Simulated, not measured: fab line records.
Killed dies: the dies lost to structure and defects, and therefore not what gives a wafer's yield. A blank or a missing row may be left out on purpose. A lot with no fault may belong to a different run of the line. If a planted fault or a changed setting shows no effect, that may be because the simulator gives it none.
2 desks looking at one fault || flow gf180mcu || what lay behind the numbers comes last; until then each desk has only its own

## THE METROLOGY DESK
Means of the sampled wafers that have a number, per lot and without regard to the tool the lot ran on: this is what the gauges read. The brackets show how far a lot's mean lies from the usual mean; more than 4 standard deviations puts the lot out of limits, marked OUT.
Columns: A = cdNm at GF_HV_LDD_CD_MEAS_46, usual 398.9 nm; B = HV_LDD_4_TW at GF_HV_LDD_TW_MEAS_50, usual 572
{"lot": "L975", "first seen here": "day 12 13:19", "A": 399.9, "B": 578}
{"lot": "L976", "first seen here": "day 12 21:32", "A": 397.6, "B": 561}
{"lot": "L977", "first seen here": "day 13 06:47", "A": 395.9, "B": 582}
{"lot": "L978", "first seen here": "day 13 14:34", "A": 398.3, "B": 578}
{"lot": "L981", "first seen here": "day 14 19:10", "A": 402.0, "B": 565}
{"lot": "L982", "first seen here": "day 15 07:54", "A": 401.3, "B": "506 (-8.9) OUT"}
{"lot": "L985", "first seen here": "day 16 13:59", "A": 400.1, "B": "509 (-8.5) OUT"}
{"lot": "L992", "first seen here": "day 18 13:26", "A": 395.1, "B": 577}
{"lot": "L993", "first seen here": "day 18 15:47", "A": 397.5, "B": 564}
{"lot": "L994", "first seen here": "day 19 09:01", "A": 399.9, "B": 577}
{"lot": "L995", "first seen here": "day 19 10:37", "A": 401.5, "B": 577}
{"lot": "L996", "first seen here": "day 19 16:54", "A": 399.3, "B": 565}
{"lot": "L997", "first seen here": "day 20 03:00", "A": 397.0, "B": 579}
Finding of this desk: L982, L985 out of limits, first seen on L982 at day 15 08:18 (HV_LDD_4_TW at GF_HV_LDD_TW_MEAS_50). L975, L976, L977, L978, L981, L992, L993, L994, L995, L996, L997: within limits.

## FOR THE TOOL OWNER'S DESK: implanter-02
For each lot that ran on this tool, the mean over its sampled wafers that have a number, from the tool's own readings at GF_HV_LDD_IMPLANT_48. The brackets show how far a lot's mean lies from the usual mean; more than 4 standard deviations puts the lot out of limits, marked OUT.
Columns: A = endStationPressureTorr at GF_HV_LDD_IMPLANT_48, usual 5.14e-06 Torr; B = tiltDeg at GF_HV_LDD_IMPLANT_48, usual 7.000 degrees
{"lot": "L977", "first seen here": "day 13 06:58", "A": 4.92e-06, "B": 7.008}
{"lot": "L982", "first seen here": "day 15 08:04", "A": 5.06e-06, "B": "-0.026 (-99 or more) OUT"}
{"lot": "L985", "first seen here": "day 16 14:08", "A": 5.21e-06, "B": "0.009 (-99 or more) OUT"}
{"lot": "L995", "first seen here": "day 19 10:46", "A": 4.90e-06, "B": 6.998}
{"lot": "L996", "first seen here": "day 19 17:04", "A": 5.07e-06, "B": 7.021}
This desk finds L982, L985 out of limits, L982 being first, at day 15 08:04 (tiltDeg at GF_HV_LDD_IMPLANT_48). L977, L995, L996: within limits.

## TAKEN TOGETHER
At day 15 08:04, on L982, L985, the tool owner's desk was in a position to raise an alarm.
At day 15 08:18 the metrology desk could have sounded an alarm, on L982, L985.
Of the lots named, all ran GF_HV_LDD_IMPLANT_48 on implanter-02.

## WHAT THE SIMULATOR HAD PUT IN
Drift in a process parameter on implanter-02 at GF_HV_LDD_IMPLANT_48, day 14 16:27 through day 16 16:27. Setting tiltDeg, moved by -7, from 7. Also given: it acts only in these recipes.
Lots struck among those shown: L982, L985.
Time in hours from fault onset to the first out-of-limits reading at each desk: tool owner's desk 16, metrology desk 16.
